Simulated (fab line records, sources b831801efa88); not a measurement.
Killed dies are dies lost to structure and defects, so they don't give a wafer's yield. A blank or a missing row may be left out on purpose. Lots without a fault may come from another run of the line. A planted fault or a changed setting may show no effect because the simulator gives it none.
Which tool did it? | flow gf180mcu | 6 lots, 18 wafers sampled, at 4 steps of a route of 602

WHAT THE GAUGES READ, wafer by wafer
GF_PASSIVATION_THK_MEAS_01.
lot  | measured     | on            | PASSIVATION_CVD_00_THK (nm)
L400 | day 28 20:05 | film_metro-02 | 1012 1016 1013
L402 | day 29 17:31 | film_metro-01 | 997 1001 998
L405 | day 30 13:12 | film_metro-01 | 997 998 1015
L408 | day 31 15:35 | film_metro-01 | 1043 1048 1058
L411 | day 32 06:29 | film_metro-04 | 1000 1014 1024
L420 | day 34 08:01 | film_metro-04 | 969 997 1001

WHICH TOOL RAN EACH LOT (tool, then ch and the chambers of the sampled wafers, then the start)
lot  | GF_MIM_SPUTTER_07            | GF_V5_SPUTTER_22             | GF_PASSIVATION_CVD_00
L400 | pvd_sputter-02, day 25 05:35 | pvd_sputter-03, day 27 22:50 | pecvd-04 ch 0,2, day 28 19:59
L402 | pvd_sputter-04, day 26 06:33 | pvd_sputter-02, day 28 20:58 | pecvd-04 ch 1,2, day 29 17:26
L405 | pvd_sputter-04, day 27 04:35 | pvd_sputter-01, day 29 16:51 | pecvd-02 ch 0,1,2, day 30 13:07
L408 | pvd_sputter-04, day 28 10:26 | pvd_sputter-02, day 30 20:49 | pecvd-02 ch 0,2, day 31 15:31
L411 | pvd_sputter-04, day 29 02:19 | pvd_sputter-03, day 31 10:58 | pecvd-04 ch 1,2, day 32 06:23
L420 | pvd_sputter-02, day 31 10:28 | pvd_sputter-02, day 33 14:38 | pecvd-03 ch 0,1,2, day 34 07:56
- GF_MIM_SPUTTER_07: material TiN, target thk 60 nm, time 50 s.
- GF_V5_SPUTTER_22: material TiN, target thk 10 nm, time 40 s.
- GF_PASSIVATION_CVD_00: deposits SiO2 from TEOS, target thk 1000 nm, time 111.95 s.

THE ANSWER, worked out from the rows above alone
Rule: what is usual is taken from the lots themselves. Put in order of their means at a reading, lots are off if they are a third of the lots or fewer, leave a main group of 4 or more, and stand apart from it by a gap of 3 or more times the standard deviation of the main group's means; of several such gaps the widest counts. A main group whose means are all the same, to the digits that the tables above print for the reading, isn't used. A lot without any number at a reading at which 4 lots or more have one is off too. The other lots that the step has rows for count as sound.
Off: L408, at GF_PASSIVATION_THK_MEAS_01 (PASSIVATION_CVD_00_THK). The main group: mean 1003 nm, standard deviation 9.2.
A tool fits if, at a process step before that reading, it ran every lot that is off, and no sound lot after the first of them. The gauges at GF_PASSIVATION_THK_MEAS_01 are tried like those tools. Can't be told from this: 2 tools fit, pecvd-02 at GF_PASSIVATION_CVD_00, film_metro-01 at GF_PASSIVATION_THK_MEAS_01.

WHAT THE SIMULATOR HAD PUT IN
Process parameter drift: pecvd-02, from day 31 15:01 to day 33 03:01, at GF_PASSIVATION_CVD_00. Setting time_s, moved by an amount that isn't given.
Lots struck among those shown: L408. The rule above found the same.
